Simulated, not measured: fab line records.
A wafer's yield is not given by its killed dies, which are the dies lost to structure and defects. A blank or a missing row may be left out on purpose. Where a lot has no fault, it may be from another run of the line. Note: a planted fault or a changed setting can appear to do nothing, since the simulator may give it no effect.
Chamber matching -- flow gf180mcu -- GF_CONTACT_CMP_04 on cmp-01 has 4 sister chambers
The step polishes SiO2. 14 wafers are shown with their chamber, then 7 later ones without.

== WAFERS, EACH WITH ITS CHAMBER ==
wafer,chamber,motor-current-A (A),time-to-endpoint-s (s)
L310.2,0,10.8,101
L310.3,1,11.6,101
L310.6,1,11.8,107
L317.2,3,10.9,102
L317.3,1,11.7,105
L317.5,0,10.3,110
L318.1,2,13.6,99
L318.3,3,11.7,100
L318.4,1,12.2,109
L319.2,2,13.9,107
L319.5,3,11.9,111
L319.6,0,10.6,116
L320.2,1,11.5,106
L320.3,0,10.4,108

SIGNATURES, as means of the wafers listed above
reading,chamber 0,chamber 1,chamber 2,chamber 3,scatter within a chamber
motor-current-A,10.525,11.760,13.750,11.500,0.323
time-to-endpoint-s,108.75,105.60,103.00,104.33,5.01
Rule: for each reading, subtract the chamber's mean from the wafer's reading, divide by that reading's scatter and square the result; add these up over the readings and take the root, which gives the wafer's distance from the chamber. The wafer belongs to the nearest chamber; if the next one is less than 2 further off, it can't be placed. The scatter: take each reading less its chamber's mean, square it, sum over the shown wafers, divide by the number of wafers less the number of chambers, and take the root.

== WAFERS WHOSE CHAMBER IS MISSING ==
wafer,motor-current-A (A),time-to-endpoint-s (s)
L320.6,11.6,110
L322.2,10.2,108
L322.3,11.1,109
L322.4,14.5,111
L328.3,14.2,103
L328.4,11.1,107
L328.5,12.3,112

== THE CHAMBER EACH PASSED THROUGH ==
wafer,from the rows above,in truth
L320.6,can't be placed: 1 or 3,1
L322.2,0,0
L322.3,can't be placed: 3 or 0 or 1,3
L322.4,2,2
L328.3,2,2
L328.4,can't be placed: 3 or 0 or 1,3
L328.5,can't be placed: 1 or 3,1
Placed correctly: 3 of 7. From these rows, 4 cannot be placed; in 4 the true chamber is one of the candidates. Wrongly placed: 0.
